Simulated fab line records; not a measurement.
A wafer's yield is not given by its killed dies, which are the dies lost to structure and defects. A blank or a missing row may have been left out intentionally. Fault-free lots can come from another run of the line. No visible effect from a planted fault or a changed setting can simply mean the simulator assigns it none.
Which tool is to blame? ; flow sky130 ; 11 lots, 33 wafers sampled, at 4 steps of a route of 708

WHAT EACH GAUGE READ, for each wafer
SKY_VIA2_THK_MEAS_01.
lot;measured;on;VIA2_HDPCVD_THK (nm)
L230;day 35 05:07;film_metro-01;1179 1189 1176
L231;day 35 10:19;film_metro-03;1159 1171 1163
L232;day 35 17:50;film_metro-03;1209 1216 1222
L234;day 36 12:20;film_metro-01;1186 1176 1180
L236;day 37 16:26;film_metro-02;1172 1164 1169
L246;day 40 08:43;film_metro-01;1192 1191 1202
L247;day 40 12:11;film_metro-01;1206 1208 1195
L249;day 41 07:20;film_metro-03;1193 1173 1194
L251;day 42 00:41;film_metro-02;1193 1179 1181
L253;day 42 15:39;film_metro-03;1199 1211 1193
L252;day 42 16:35;film_metro-01;1187 1191 1206

SKY_VIA2_THK_MEAS_23: measures by xrf.
lot;measured;on;VIA2_W_THK (nm)
L230;day 36 08:44;film_metro-01;425 434 427
L231;day 36 13:32;film_metro-03;414 419 417
L232;day 36 22:05;film_metro-01;440 434 436
L234;day 37 17:01;film_metro-03;438 439 437
L236;day 38 19:50;film_metro-02;428 425 431
L246;day 41 10:35;film_metro-02;424 426 418
L247;day 41 14:11;film_metro-02;423 426 424
L249;day 42 08:34;film_metro-01;430 429 432
L251;day 43 01:59;film_metro-03;429 436 427
L253;day 43 16:04;film_metro-03;415 426 431
L252;day 43 16:59;film_metro-01;430 431 429

WHAT TOOL EACH LOT RAN ON (gives the tool, then ch and the chambers of the sampled wafers, and finally the start)
lot;SKY_METAL2_DESCUM_17;SKY_VIA2_ETCH_14
L230;rie_metal-01 ch 0,1, day 35 04:11;rie_diel-04 ch 1,2,3, day 36 07:43
L231;rie_metal-03 ch 1, day 35 09:14;rie_diel-04 ch 0,1, day 36 12:28
L232;rie_metal-03 ch 1, day 35 16:44;rie_diel-04 ch 0,2,3, day 36 21:04
L234;rie_metal-03 ch 0,1, day 36 11:26;rie_diel-04 ch 1,2, day 37 15:53
L236;rie_metal-01 ch 0,1, day 37 15:29;rie_diel-04 ch 1,3, day 38 18:49
L246;rie_metal-02 ch 0,1, day 40 07:47;rie_diel-04 ch 2,3, day 41 09:34
L247;rie_metal-02 ch 0,1, day 40 11:16;rie_diel-03 ch 0,2, day 41 13:11
L249;rie_metal-02 ch 0,1, day 41 06:26;rie_diel-01 ch 1,2,3, day 42 07:31
L251;rie_metal-01 ch 0,1, day 41 23:47;rie_diel-03 ch 0,1,3, day 43 00:59
L253;rie_metal-02 ch 0,1, day 42 14:24;rie_diel-01 ch 0,1,3, day 43 15:01
L252;rie_metal-01 ch 0,1, day 42 15:37;rie_diel-03 ch 0,1,2, day 43 15:58
- SKY_METAL2_DESCUM_17: chemistry O2, time 8 s.
- SKY_VIA2_ETCH_14: etches BARC in N2/H2, stops on SiO2, time 45.9 s, target depth 60 nm.

WHAT THE TOOLS THEMSELVES READ (means of the sampled wafers that have a number; where no wafer has one, the mark that the record gives instead)
SKY_METAL2_DESCUM_17.
lot;tool;drypump_motor_current_A (A);he_backside_leak_sccm (sccm);oes_product_au (a.u.);rf_fwd_power_W (W)
L230;rie_metal-01;5.36;3.3;1.014;146.7
L231;rie_metal-03;5.42;3.4;0.990;147.0
L232;rie_metal-03;5.42;3.6;0.995;147.3
L234;rie_metal-03;5.45;3.3;0.993;147.1
L236;rie_metal-01;5.35;3.4;1.001;147.1
L246;rie_metal-02;5.70;3.0;1.001;147.5
L247;rie_metal-02;5.61;3.1;1.009;147.0
L249;rie_metal-02;5.61;3.1;1.014;147.4
L251;rie_metal-01;5.35;3.3;1.004;147.0
L253;rie_metal-02;5.70;2.9;1.006;146.9
L252;rie_metal-01;5.37;3.2;1.011;146.5

SKY_VIA2_ETCH_14.
lot;tool;drypump_motor_current_A (A);h2_flow_sccm (sccm);oes_product_au (a.u.);rf_fwd_power_W (W);throttle_valve_pct (%)
L230;rie_diel-04;5.9;199.9;0.856;495.6;13.232
L231;rie_diel-04;5.7;199.5;0.854;496.0;13.218
L232;rie_diel-04;5.7;200.2;0.850;493.4;13.226
L234;rie_diel-04;5.9;200.0;0.853;497.0;13.228
L236;rie_diel-04;6.2;199.7;0.853;496.3;13.217
L246;rie_diel-04;5.9;199.7;0.856;520.7;13.222
L247;rie_diel-03;5.3;199.0;0.858;494.3;13.226
L249;rie_diel-01;5.9;199.6;0.856;496.3;13.221
L251;rie_diel-03;5.9;199.7;0.856;493.5;13.219
L253;rie_diel-01;5.8;200.0;0.857;494.0;13.226
L252;rie_diel-03;5.3;199.7;0.856;494.9;13.227

THE ANSWER, worked out from the rows above alone
Rule: the usual values come from the lots themselves. Put in order of their means at a reading, lots are off if they are a third of the lots or fewer, leave a main group of 4 or more, and stand apart from it by a gap of 3 or more times the standard deviation of the main group's means; of several such gaps the widest counts. A main group whose means are all the same, to the digits that the tables above print for the reading, isn't used. Also off: a lot with no number at a reading for which 4 or more lots have one. Any other lot the step has rows for is counted as sound. After the gauges, taken in route order, come the tools' own readings; for these a lot's mean is taken, as printed above. The first step at which some lot is off is used, and at that step the reading that is off furthest; a lot without a number counts as furthest.
Off: L246, at SKY_VIA2_ETCH_14 (rf_fwd_power_W). For the main group the mean is 495.1 W and the standard deviation 1.2.
A tool fits if, at that step or a process step before it, it ran every lot that is off, and no sound lot after the first of them. One candidate fits, namely rie_diel-04 at SKY_VIA2_ETCH_14. Its last sound lot is L236 (day 38 18:49), its first lot that is off L246 (day 41 09:34): a fault that began between those two fits.
On the lots that are off, the tool's own readings at SKY_VIA2_ETCH_14 differ by more than 5 times the standard deviation of the sound lots' means, which bears it out; rf_fwd_power_W reads 520.7 W there versus 495.1 W on the sound lots.

WHAT WAS PUT IN BY THE SIMULATOR
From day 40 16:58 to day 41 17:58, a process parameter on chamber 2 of rie_diel-04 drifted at SKY_VIA2_ETCH_14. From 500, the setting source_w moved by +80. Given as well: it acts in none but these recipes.
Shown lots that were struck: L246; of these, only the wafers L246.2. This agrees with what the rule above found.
